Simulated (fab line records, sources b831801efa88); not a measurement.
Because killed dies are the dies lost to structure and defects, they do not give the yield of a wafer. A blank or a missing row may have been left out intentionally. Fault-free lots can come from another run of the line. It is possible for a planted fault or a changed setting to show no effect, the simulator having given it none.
fab line records ; flow sky130
record lots=6; wafers=18; last-day=50
route steps=708 shown LI_CONTACT@364 PAD_OPEN@708
lots with no fault: from the same line, run without faults
start-h: hours from the record's opening day to when the first of the lot's shown wafers began ; wait-h: hours since the lot's step before ; " same as the row above ; L1.1+2: one row covering several wafers at once ; - value missing, or start not given ; * or withheld: withheld ; < > ~ a bound
route shown NAME@n: names a module that has steps shown in the file, with the first one's number in the route ; usual: mean/standard deviation of fault-free wafers ; same: alike in all rows ; chamber/n: place in a boat ; sites: per-site readings ; _std_site: standard deviation of those values ; _edge_site: mean of outer sites minus mean of inner sites ; radius-mm: for every site, how far away it sits from the centre of the wafer ; mask NAME#n: copy n ; behind: tool/chamber where the wafer was last shaped ; hold: why the lot went on hold/how many hours it stayed there/how the hold came to an end ; device: transistor that didn't switch, given as n, p or np ; end of line: the route-end tests of the same wafers ; for a step that has no rows: nothing shown but its recipe ; killed: dies lost to structure and defects at the first sort, not the wafer's yield ; map: a wafer's dies, x killed, . not, _ none there
set.NAME: the setting as run; set.NAME@STEP: as run at that earlier step ; model.NAME: the simulator's own value behind a step, which no gauge read
lots at selected steps of the route; one table per step, one row per wafer
services: a tool's chamber out of use, with start hour (start-h, from the record's first day; less than 0 if before it), hours out, and reason
## steps
# step SKY_LI_CONTACT_CMP_02
# recipe material=PSG; down-force-psi=4; platen-rpm=60; pad-velocity-m-s=0.94248
# usual motor-current-A=11.5/1.1; retaining-ring-pressure-frac=1.000/0.0051; time-to-endpoint-s=32/4.3
lot.wafer;tool;chamber;start-h;wait-h;motor-current-A;retaining-ring-pressure-frac;time-to-endpoint-s
L582.3;cmp-01;2;758.97;0.1;12.6;0.995;21
L582.1;cmp-01;3;758.97;0.1;10.8;0.999;21
L582.5;cmp-01;1;758.97;0.1;11.9;1.006;26
L587.4;cmp-02;3;764.75;0.0;9.7;1.017;32
L587.1;cmp-02;0;764.75;0.0;10.9;0.993;31
L587.3;cmp-02;1;764.75;0.0;12.7;1.000;37
L589.4;cmp-02;3;765.83;0.1;9.5;0.995;37
L589.5;cmp-02;2;765.83;0.1;13.0;1.000;34
L589.6;cmp-02;3;765.83;0.1;9.7;1.000;30
L594.1;cmp-01;3;795.64;0.3;10.5;1.003;24
L594.5;cmp-01;0;795.64;0.3;11.8;1.010;36
L594.6;cmp-01;1;795.64;0.3;11.4;1.000;25
L597.1;cmp-02;3;818.59;0.1;9.2;0.995;29
L597.2;cmp-02;0;818.59;0.1;11.2;0.990;26
L597.3;cmp-02;2;818.59;0.1;12.0;0.996;30
L598.1;cmp-02;3;822.47;0.1;9.6;0.994;30
L598.3;cmp-02;0;822.47;0.1;10.8;0.999;34
L598.4;cmp-02;1;822.47;0.1;12.3;1.002;37
# step SKY_LI_CONTACT_BOW_MEAS_03
# recipe mode=bow
# usual LI_CONTACT_BOW=54/7.2
lot.wafer;tool;chamber;start-h;wait-h;LI_CONTACT_BOW[um]
L582.1;film-metro-04;-;759.22;0.1;54
L582.3;film-metro-04;-;759.22;0.1;54
L582.5;film-metro-04;-;759.22;0.1;53
L587.1;film-metro-04;-;765.13;0.3;58
L587.3;film-metro-04;-;765.13;0.3;52
L587.4;film-metro-04;-;765.13;0.3;48
L589.4;film-metro-04;-;766.14;0.3;42
L589.5;film-metro-04;-;766.14;0.3;50
L589.6;film-metro-04;-;766.14;0.3;64
L594.1;film-metro-02;-;795.79;0.1;59
L594.5;film-metro-02;-;795.79;0.1;50
L594.6;film-metro-02;-;795.79;0.1;59
L597.1;film-metro-04;-;818.89;0.2;64
L597.2;film-metro-04;-;818.89;0.2;59
L597.3;film-metro-04;-;818.89;0.2;44
L598.1;film-metro-04;-;822.72;0.2;49
L598.3;film-metro-04;-;822.72;0.2;48
L598.4;film-metro-04;-;822.72;0.2;55
# step SKY_LI_CONTACT_DEHYDRATE_04
# recipe temp-c=200; time-s=60
# step SKY_LI_CONTACT_HMDS_05
# recipe prime-time-s=60; prime-temp-c=120
# step SKY_LI_CONTACT_COAT_06
# recipe resist=BARC; temp-c=withheld; time-s=withheld; spin-rpm=3000; resist-thk-nm=60
# step SKY_LI_CONTACT_COAT_07
# recipe resist=KrF-thick; spin-rpm=3000; resist-thk-nm=450
# step SKY_LI_CONTACT_SOFTBAKE_08
# recipe temp-c=100; time-s=90; resist=KrF-thick
# step SKY_LI_CONTACT_EXPOSE_09
# recipe mask-id=LICM1; na=0.8; source-shape=annular; sigma-inner=0.55; sigma-outer=0.85; target-cd-nm=170; dose-mj=38
# step SKY_LI_CONTACT_PEB_10
# recipe peb-temp-c=withheld; peb-time-s=withheld; resist=KrF-thick
# step SKY_LI_CONTACT_DEVELOP_11
# recipe develop-time-s=60; resist=KrF-thick; dev-temp-c=21
# step SKY_LI_CONTACT_CD_MEAS_12
# recipe target-cd-nm=170
# usual cd-nm=170.3/1.6
lot.wafer;tool;chamber;start-h;wait-h;cd-nm
L582.1;cd-sem-02;-;784.79;-;169.7
L582.3;cd-sem-02;-;784.79;-;169.0
L582.5;cd-sem-02;-;784.79;-;167.5
L587.1;cd-sem-02;-;790.42;-;169.1
L587.3;cd-sem-02;-;790.42;-;169.6
L587.4;cd-sem-02;-;790.42;-;169.1
L589.4;cd-sem-01;-;792.23;-;173.7
L589.5;cd-sem-01;-;792.23;-;172.8
L589.6;cd-sem-01;-;792.23;-;172.0
L594.1;cd-sem-02;-;822.19;-;169.2
L594.5;cd-sem-02;-;822.19;-;168.7
L594.6;cd-sem-02;-;822.19;-;169.2
L597.1;cd-sem-01;-;844.78;-;170.1
L597.2;cd-sem-01;-;844.78;-;171.8
L597.3;cd-sem-01;-;844.78;-;172.6
L598.1;cd-sem-02;-;848.57;-;171.1
L598.3;cd-sem-02;-;848.57;-;169.8
L598.4;cd-sem-02;-;848.57;-;168.6
# step SKY_LI_CONTACT_OVL_MEAS_13
# usual LI_CONTACT_OVL=0/5.5
lot.wafer;tool;chamber;start-h;wait-h;LI_CONTACT_OVL[nm]
L582.1;overlay-02;-;784.91;0.1;-3
L582.3;overlay-02;-;784.91;0.1;-4
L582.5;overlay-02;-;784.91;0.1;-4
L587.1;overlay-02;-;790.54;0.1;-7
L587.3;overlay-02;-;790.54;0.1;-5
L587.4;overlay-02;-;790.54;0.1;-7
L589.4;overlay-01;-;792.31;0.1;3
L589.5;overlay-01;-;792.31;0.1;6
L589.6;overlay-01;-;792.31;0.1;10
L594.1;overlay-02;-;822.31;0.1;9
L594.5;overlay-02;-;822.31;0.1;8
L594.6;overlay-02;-;822.31;0.1;3
L597.1;overlay-01;-;844.90;0.1;-9
L597.2;overlay-01;-;844.90;0.1;-13
L597.3;overlay-01;-;844.90;0.1;-13
L598.1;overlay-01;-;848.69;0.1;1
L598.3;overlay-01;-;848.69;0.1;-1
L598.4;overlay-01;-;848.69;0.1;-1
# step SKY_LI_CONTACT_ETCH_14
# recipe chemistry=N2/H2; target=BARC; ion-energy-ev=200; source-w=500; bias-w=100; pressure-mtorr=30; n2-flow-sccm=100; h2-flow-sccm=200; stop-on=SiO2; time-s=45.9; target-depth-a=600
# usual bias-w=100.0/0.31; chamber-pressure-mTorr=30.000/0.028; drypump-motor-current-A=5.8/0.47; oes-product-au=0.853/0.0054; throttle-valve-pct=13.226/0.0096
lot.wafer;tool;chamber;start-h;wait-h;bias-w;chamber-pressure-mTorr;drypump-motor-current-A;oes-product-au;rf-hours-counter-h;throttle-valve-pct;model.KrF-thick_of_LI_CONTACT_COAT_07.thk-nm
L582.1;rie-diel-03;2;784.95;0.0;100.1;30.025;6.1;0.848;16;13.228;395.4
L582.3;rie-diel-03;1;784.95;0.0;99.7;30.018;5.1;0.850;4;13.204;392.8
L582.5;rie-diel-03;2;784.95;0.0;100.5;29.942;6.1;0.862;-;13.248;394.1
L587.1;rie-diel-01;1;790.58;0.0;-;-;-;-;-;-;434.7
L587.3;rie-diel-01;0;790.58;0.0;-;-;-;-;-;-;434.1
L587.4;rie-diel-01;3;790.58;0.0;-;-;-;-;-;-;435.1
L589.4;rie-diel-03;1;792.33;0.0;-;-;-;-;-;-;434.3
L589.5;rie-diel-03;1;792.33;0.0;-;-;-;-;-;-;435.7
L589.6;rie-diel-03;2;792.33;0.0;-;-;-;-;-;-;433.9
L594.1;rie-diel-03;3;822.35;0.0;100.0;29.959;6.0;0.854;17;13.237;393
L594.5;rie-diel-03;3;822.35;0.0;99.8;30.019;6.0;0.853;-;13.225;393.3
L594.6;rie-diel-03;2;822.35;0.0;100.0;30.003;6.1;0.861;-;13.222;392.3
L597.1;rie-diel-01;3;844.94;0.0;99.8;29.968;6.0;0.851;6;13.216;387.7
L597.2;rie-diel-01;1;844.94;0.0;100.5;30.017;5.9;0.852;10;13.228;390.1
L597.3;rie-diel-01;2;844.94;0.0;99.9;29.997;6.1;0.863;13;13.202;388.2
L598.1;rie-diel-03;3;848.73;0.0;99.7;29.997;6.0;0.854;17;13.230;391.6
L598.3;rie-diel-03;0;848.73;0.0;100.6;29.980;6.3;0.846;14;13.231;392.1
L598.4;rie-diel-03;1;848.73;0.0;99.9;30.014;5.1;0.852;6;13.208;389
# step SKY_LI_CONTACT_ETCH_15
# recipe target=PSG; chemistry=C4F8/O2/Ar; stop-on=Si; taper-deg=4.15; mask-material=KrF-thick; source-w=1500; bias-w=1200; pressure-mtorr=40; c4f8-flow-sccm=withheld; O2_flow_sccm=6; Ar_flow_sccm=300; time-s=withheld; target-depth-a=6000
# usual bias-w=1200/3.6; chamber-pressure-mTorr=40.00/0.037; oes-product-au=0.837/0.0049
lot.wafer;tool;chamber;start-h;wait-h;bias-w;chamber-pressure-mTorr;oes-product-au;model.KrF-thick_of_LI_CONTACT_COAT_07.thk-nm
L582.1;rie-diel-03;2;784.99;0.0;1204;40.02;0.845;233.3
L582.3;rie-diel-03;1;784.99;0.0;1195;39.99;0.845;228.1
L582.5;rie-diel-03;2;784.99;0.0;1203;39.97;0.841;231.3
L587.1;rie-diel-01;1;790.62;0.0;1189;40.04;0.369;269.8
L587.3;rie-diel-01;0;790.62;0.0;1199;40.03;0.367;273.1
L587.4;rie-diel-01;3;790.62;0.0;1199;40.05;0.377;271.8
L589.4;rie-diel-03;1;792.37;0.0;1196;39.98;0.371;265.9
L589.5;rie-diel-03;1;792.37;0.0;1201;40.00;0.374;266.7
L589.6;rie-diel-03;2;792.37;0.0;1199;39.96;0.369;269.3
L594.1;rie-diel-03;3;822.39;0.0;1200;39.96;0.832;232
L594.5;rie-diel-03;3;822.39;0.0;1198;40.08;0.841;231.3
L594.6;rie-diel-03;2;822.39;0.0;1201;39.96;0.836;230.2
L597.1;rie-diel-01;3;844.98;0.0;1202;40.03;0.833;223.9
L597.2;rie-diel-01;1;844.98;0.0;1205;39.98;0.833;224.2
L597.3;rie-diel-01;2;844.98;0.0;1201;39.97;0.837;224.3
L598.1;rie-diel-03;3;848.77;0.0;1199;39.96;0.844;231
L598.3;rie-diel-03;0;848.77;0.0;1199;40.00;0.829;233.2
L598.4;rie-diel-03;1;848.77;0.0;1196;40.05;0.833;222.4
# step SKY_LI_CONTACT_STRIP_16
# recipe chemistry=O2/N2; power-w=1400; pressure-mtorr=1500; platen-temp-c=withheld; o2-flow-sccm=3000; n2-flow-sccm=300; overash-fraction=0.5
# usual drypump-motor-current-A=5.85/0.24; oes-product-au=0.375/0.0045; strip-time-to-endpoint-s=3.47/0.037
lot.wafer;tool;chamber;start-h;wait-h;drypump-motor-current-A;oes-product-au;rf-hours-counter-h;strip-time-to-endpoint-s
L582.1;plasma-asher-03;0;785.08;-;6.07;0.378;68;3.52
L582.3;plasma-asher-03;0;785.08;-;6.08;0.371;-;3.45
L582.5;plasma-asher-03;0;785.08;-;6.11;0.380;-;3.49
L587.1;plasma-asher-04;1;790.70;-;5.55;0.393;102;3.91
L587.3;plasma-asher-04;1;790.70;-;5.53;0.398;-;3.93
L587.4;plasma-asher-04;0;790.70;-;6.19;0.389;-;3.92
L589.4;plasma-asher-01;1;792.49;-;6.04;0.387;-;3.84
L589.5;plasma-asher-01;0;792.49;-;5.63;0.402;-;3.86
L589.6;plasma-asher-01;1;792.49;-;6.03;0.388;-;3.89
L594.1;plasma-asher-01;1;822.48;-;6.06;0.374;39;3.50
L594.5;plasma-asher-01;1;822.48;-;6.05;0.380;-;3.47
L594.6;plasma-asher-01;0;822.48;-;5.65;0.376;-;3.48
L597.1;plasma-asher-01;0;845.07;-;5.65;0.372;41;3.39
L597.2;plasma-asher-01;1;845.07;-;6.03;0.371;41;3.42
L597.3;plasma-asher-01;0;845.07;-;5.64;0.378;-;3.41
L598.1;plasma-asher-03;1;848.85;-;5.66;0.370;75;3.50
L598.3;plasma-asher-03;0;848.85;-;6.10;0.387;-;3.51
L598.4;plasma-asher-03;1;848.85;-;5.65;0.370;-;3.38
# step SKY_LI_CONTACT_CLEAN_17
# recipe chemistry=NMP; time-s=600; temp-c=60; dry=n2-spin
# step SKY_PAD_OPEN_PROBE_99
# usual killed_at_M0_to_M3=42/7.4; killed_at_M4_up=3.5/1.9; killed-at-contacts=24/5.2; killed-at-front-end=15/4.5; killed-at-other=0.2/0.53; killed-dies=85/9.8; killed-on-rim=17/4.2; killed-open=46/7.6; killed-short=39/6.5
# same gross-dies=492; killed-at-back-side=0
lot.wafer;tool;chamber;start-h;wait-h;killed_at_M0_to_M3;killed_at_M4_up;killed-at-contacts;killed-at-front-end;killed-at-other;killed-dies;killed-on-rim;killed-open;killed-short
L587.1;prober-02;-;1162.14;0.1;205;67;152;16;52;492;96;35;41
L587.3;prober-02;-;1162.24;0.2;183;54;182;14;59;492;96;28;43
L587.4;prober-02;-;1162.29;0.2;195;70;167;10;50;492;96;40;32
L589.4;prober-01;-;1164.37;0.2;198;66;158;14;56;492;96;45;39
L589.5;prober-01;-;1164.42;0.2;207;50;162;18;55;492;96;35;42
L589.6;prober-01;-;1164.47;0.2;192;59;171;18;52;492;96;44;36
L597.1;prober-02;-;1194.37;0.1;33;5;23;11;2;74;10;41;33
L597.2;prober-02;-;1194.42;0.1;31;2;16;12;0;61;10;32;29
L597.3;prober-02;-;1194.47;0.2;45;2;16;19;0;82;13;43;39
L598.1;prober-01;-;1200.04;0.1;48;3;26;16;0;93;20;53;40
L598.3;prober-01;-;1200.14;0.2;49;1;25;22;0;97;18;51;46
L598.4;prober-01;-;1200.19;0.2;29;4;28;26;0;87;19;45;42
# killed by level:class
L587.1 LI_CONTACT:area-etch=67 METAL3:area-expose=40 LOCAL_INTERCONNECT:area-expose=36 VIA4:area-expose=34 CAPM:area-expose=33 CONTACT:area-expose=31 METAL2:area-expose=30 METAL4:area-expose=30
L587.3 LI_CONTACT:area-etch=98 CAP2M:area-expose=33 CONTACT:area-expose=32 VIA4:area-expose=32 LOCAL_INTERCONNECT:area-expose=29 METAL1:area-expose=28 METAL2:area-expose=28 VIA2:area-expose=28
L587.4 LI_CONTACT:area-etch=85 METAL1:area-expose=36 VIA4:area-expose=35 VIA2:area-expose=33 CONTACT:area-expose=32 LOCAL_INTERCONNECT:area-expose=31 CAPM:area-expose=27 METAL4:area-expose=27
L589.4 LI_CONTACT:area-etch=89 CAP2M:area-expose=34 VIA4:area-expose=31 METAL4:area-expose=28 METAL1:area-expose=27 VIA1:area-expose=27 METAL3:area-expose=27 VIA2:area-expose=26
L589.5 LI_CONTACT:area-etch=86 METAL2:area-expose=37 CONTACT:area-expose=33 VIA1:area-expose=30 METAL1:area-expose=29 CAP2M:area-expose=28 CAPM:area-expose=27 METAL3:area-expose=26
L589.6 LI_CONTACT:area-etch=92 CONTACT:area-expose=33 METAL4:area-expose=33 METAL3:area-expose=32 CAPM:area-expose=31 METAL1:area-expose=28 VIA3:area-expose=27 VIA1:area-expose=26
L597.1 CONTACT:geometric-particle:open=8 CONTACT:geometric-particle:short=6 VIA1:geometric-particle:open=6 VIA3:geometric-particle:open=6 VIA2:geometric-particle:open=6 LI_CONTACT:geometric-particle:open=5 VIA1:geometric-particle:short=5 FIELD_ISO:geometric-particle:open=3
L597.2 VIA1:geometric-particle:open=7 METAL2:geometric-particle:short=6 FIELD_ISO:geometric-particle:open=5 LI_CONTACT:geometric-particle:open=5 CONTACT:geometric-particle:short=5 VIA3:geometric-particle:open=5 FIELD_ISO:geometric-particle:short=4 CONTACT:geometric-particle:open=4
L597.3 VIA3:geometric-particle:open=8 VIA1:geometric-particle:open=8 VIA1:geometric-particle:short=7 CONTACT:geometric-particle:open=6 METAL2:geometric-particle:short=6 POLY_GATE:geometric-particle:short=5 METAL1:geometric-particle:short=5 VIA2:geometric-particle:open=5
L598.1 LI_CONTACT:geometric-particle:open=13 VIA1:geometric-particle:open=12 CONTACT:geometric-particle:open=7 METAL1:geometric-particle:short=7 VIA2:geometric-particle:open=6 VIA3:geometric-particle:open=5 VIA1:geometric-particle:short=4 VIA3:geometric-particle:short=4
L598.3 CONTACT:geometric-particle:open=10 VIA1:geometric-particle:short=9 VIA2:geometric-particle:open=8 VIA1:geometric-particle:open=8 POLY_GATE:geometric-particle:short=7 VIA3:geometric-particle:open=7 POLY_GATE:geometric-particle:open=5 LI_CONTACT:geometric-particle:open=5
L598.4 CONTACT:geometric-particle:open=12 FIELD_ISO:geometric-particle:open=9 FIELD_ISO:geometric-particle:short=8 LOCAL_INTERCONNECT:geometric-particle:short=6 LI_CONTACT:geometric-particle:open=6 METAL3:geometric-particle:short=6 POLY_GATE:geometric-particle:open=4 METAL1:geometric-particle:short=4
# map L587.1 (x killed, . not)
__________xxxxxxxxxx_________
________xxxxxxxxxxxxxx_______
______xxxxxxxxxxxxxxxxxx_____
_____xxxxxxxxxxxxxxxxxxxx____
____xxxxxxxxxxxxxxxxxxxxxx___
___xxxxxxxxxxxxxxxxxxxxxxxx__
__xxxxxxxxxxxxxxxxxxxxxxxxxx_
_xxxxxxxxxxxxxxxxxxxxxxxxxxxx
_xxxxxxxxxxxxxxxxxxxxxxxxxxxx
_xxxxxxxxxxxxxxxxxxxxxxxxxxxx
_xxxxxxxxxxxxxxxxxxxxxxxxxxxx
_xxxxxxxxxxxxxxxxxxxxxxxxxxxx
_xxxxxxxxxxxxxxxxxxxxxxxxxxxx
_xxxxxxxxxxxxxxxxxxxxxxxxxxxx
_xxxxxxxxxxxxxxxxxxxxxxxxxxxx
__xxxxxxxxxxxxxxxxxxxxxxxxxx_
___xxxxxxxxxxxxxxxxxxxxxxxx__
____xxxxxxxxxxxxxxxxxxxxxx___
_____xxxxxxxxxxxxxxxxxxxx____
______xxxxxxxxxxxxxxxxxx_____
________xxxxxxxxxxxxxx_______
__________xxxxxxxxxx_________
# map L589.4 (x killed, . not)
__________xxxxxxxxxx_________
________xxxxxxxxxxxxxx_______
______xxxxxxxxxxxxxxxxxx_____
_____xxxxxxxxxxxxxxxxxxxx____
____xxxxxxxxxxxxxxxxxxxxxx___
___xxxxxxxxxxxxxxxxxxxxxxxx__
__xxxxxxxxxxxxxxxxxxxxxxxxxx_
_xxxxxxxxxxxxxxxxxxxxxxxxxxxx
_xxxxxxxxxxxxxxxxxxxxxxxxxxxx
_xxxxxxxxxxxxxxxxxxxxxxxxxxxx
_xxxxxxxxxxxxxxxxxxxxxxxxxxxx
_xxxxxxxxxxxxxxxxxxxxxxxxxxxx
_xxxxxxxxxxxxxxxxxxxxxxxxxxxx
_xxxxxxxxxxxxxxxxxxxxxxxxxxxx
_xxxxxxxxxxxxxxxxxxxxxxxxxxxx
__xxxxxxxxxxxxxxxxxxxxxxxxxx_
___xxxxxxxxxxxxxxxxxxxxxxxx__
____xxxxxxxxxxxxxxxxxxxxxx___
_____xxxxxxxxxxxxxxxxxxxx____
______xxxxxxxxxxxxxxxxxx_____
________xxxxxxxxxxxxxx_______
__________xxxxxxxxxx_________
## services
tool;chamber;start-h;hours;kind
cmp-01;-;744.19;4.0;pm
cmp-01;-;748.19;-;consumable-replace:conditioner
cmp-01;-;748.19;-;consumable-replace:pad
rie-diel-01;0;750.53;21.5;repair
cmp-01;-;768.06;1.1;repair
cmp-02;-;769.29;6.0;pm
rie-diel-01;1;777.65;9.1;repair
cmp-02;-;779.28;1.5;repair
rie-diel-03;0;834.21;7.7;repair
## key
first-sign step=SKY_LI_CONTACT_ETCH_14; reading=tool-record; direction=missing
effect step=SKY_LI_CONTACT_ETCH_15; reading=oes-product-au; direction=down; sigmas=94; usual=0.837; struck=0.371
effect step=SKY_LI_CONTACT_STRIP_16; reading=strip-time-to-endpoint-s; direction=up; sigmas=11; usual=*; struck=*
effect step=SKY_PAD_OPEN_PROBE_99; reading=killed-at-other; direction=up; sigmas=54; usual=0.2; struck=54
model-effect step=SKY_LI_CONTACT_ETCH_14; value=KrF-thick_of_LI_CONTACT_COAT_07.thk-nm; without=390.6; struck=434.6
model-effect step=SKY_LI_CONTACT_ETCH_15; value=KrF-thick_of_LI_CONTACT_COAT_07.thk-nm; without=225.4; struck=269.4
more-kills-born-at SKY_LI_CONTACT_ETCH_14@rie-diel-03=267; SKY_LI_CONTACT_ETCH_14@rie-diel-01=250
met-at SKY_LI_CONTACT_ETCH_14
struck-wafers L587.1,L587.3,L587.4,L589.4,L589.5,L589.6
later-rows-left-out L587.1,L587.3,L587.4,L589.4,L589.5,L589.6
tester-left-out L587,L589
onset-between 784.95 790.58
fault kind=skipped-step-whole; tool=rie-diel-01,rie-diel-03; chamber=-; onset-h=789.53; steps=SKY_LI_CONTACT_ETCH_14; scope=struck-lots-only
# tester-left-out: of these lots the tester's yield and bins aren't shown, on N5 and GAA mostly nor the transistor test; their killed dies are dies lost to structure and defects alone, not to doping, threshold or leakage, so they don't give the yield
# later-rows-left-out: the simulator's readings of these wafers behind a module that went badly wrong aren't trusted and aren't shown, but for the sort
